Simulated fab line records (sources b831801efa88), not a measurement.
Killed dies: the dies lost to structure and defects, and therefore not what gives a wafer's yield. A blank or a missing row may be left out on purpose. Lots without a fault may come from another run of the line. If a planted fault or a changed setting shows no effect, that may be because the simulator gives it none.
A struck lot beside a sound one	flow sky130	15 steps out of a route of 708
Sound: these wafers, L765.1, L765.2, L765.4. Struck: wafer L780.2 (L780.4, L780.6, from the same lot, were not struck and are left out); the cause is given at the end.
At each step with rows: each side's tool, then ch and its chambers, then its first start. Under that, the readings that differ: sound wafers	struck wafers	difference of the means	sigmas: that difference in standard deviations of wafers without a fault.
alike: readings whose means differ by less than 2 such deviations, and words and numbers that are the same on both sides. not compared: withheld readings, readings that some wafer has no value for, bounds like >300 that may hide the same value, and numbers for which the record gives no deviation and whose values overlap.
The two part at a step that has a row with sigmas, a row that says differs or no value, or rows on one side only. Numbers that have no deviation but don't overlap get no sigmas and don't part them. Lack of a reading on every wafer of one side parts them only where that side has two or more wafers.

SKY_VIA3_STRIP_16: strips in O2/N2.
  sound on plasma-asher-02 ch 0,1, day 41 13:58; struck on plasma-asher-01 ch 0, day 45 13:28
reading	sound	struck	difference	sigmas
strip-time-to-endpoint-s (s)	4.143 4.159 4.157	4.089	-0.064	-3
  alike: drypump-motor-current-A, oes-product-au
  not compared: rf-hours-counter-h
then, 5 steps without rows for these wafers: SKY_VIA3_STRIP_17 (strips in post etch residue remover, time 1200 s); SKY_VIA3_CLEAN_18 (cleans in IPA, time 180 s); SKY_VIA3_CLEAN_19 (cleans in O3/DIW); SKY_VIA3_SPUTTER_20 (material TiN, target thk 20 nm, time 80 s); SKY_VIA3_CVD_21 (deposits W, target thk 390 nm, time 117.31 s).
SKY_VIA3_RS_MEAS_22: a four-point-probe measurement.
  sound on film-metro-01, day 41 14:45; struck on film-metro-01, day 45 14:25
  alike: VIA3_W_RS
SKY_VIA3_THK_MEAS_23: measures by xrf.
  sound on film-metro-01, day 41 14:52; struck on film-metro-01, day 45 14:31
  alike: VIA3_W_THK
SKY_VIA3_CMP_24: polishes, stops on SiO2, t overpolish 20 s, target thk 0 nm.
  sound on cmp-01 ch 0,2,3, day 41 14:56; struck on cmp-02 ch 1, day 45 14:37
  alike: motor-current-A, overpolish-run-s, time-to-endpoint-s
SKY_METAL4_SPUTTER_00: material Ti, target thk 15 nm, time 10 s.
  sound on pvd-sputter-02, day 41 15:14; struck on pvd-sputter-03, day 45 14:52
  alike: throttle-valve-pct
SKY_METAL4_SPUTTER_01: material TiN, target thk 20 nm, time 16.7 s.
  sound on pvd-sputter-02, day 41 15:15; struck on pvd-sputter-03, day 45 14:53
  alike: throttle-valve-pct
then, 1 step without rows for these wafers: SKY_METAL4_SPUTTER_02 (material AlCu, target thk 735 nm, time 39.1 s).
SKY_METAL4_SPUTTER_03: material Ti, target thk 5 nm, time 3.3 s.
  sound on pvd-sputter-02, day 41 15:19; struck on pvd-sputter-03, day 45 14:58
reading	sound	struck	difference	sigmas
model.Ti_of_METAL4_SPUTTER_03.thk-nm (nm)	5.023 5.101 5.004	9.019	+3.976	
  alike: throttle-valve-pct
SKY_METAL4_SPUTTER_04: material TiN, target thk 70 nm, time 58.3 s.
  sound on pvd-sputter-02, day 41 15:20; struck on pvd-sputter-03, day 45 14:59
  alike: throttle-valve-pct
-- the record jumps here: 5 days lie between the struck wafers' starts before and after (it left off in module METAL4 and takes up again in module PAD_OPEN, whose first step shown is number 708 of the route) --
SKY_PAD_OPEN_PROBE_99:
  the record has rows for the struck wafers here (prober-02, day 50 20:01) and none for the sound ones

## WHERE THEY PART
Last at SKY_PAD_OPEN_PROBE_99 as far as this record goes, first at SKY_VIA3_STRIP_16.

WHY: the cause the simulator had injected
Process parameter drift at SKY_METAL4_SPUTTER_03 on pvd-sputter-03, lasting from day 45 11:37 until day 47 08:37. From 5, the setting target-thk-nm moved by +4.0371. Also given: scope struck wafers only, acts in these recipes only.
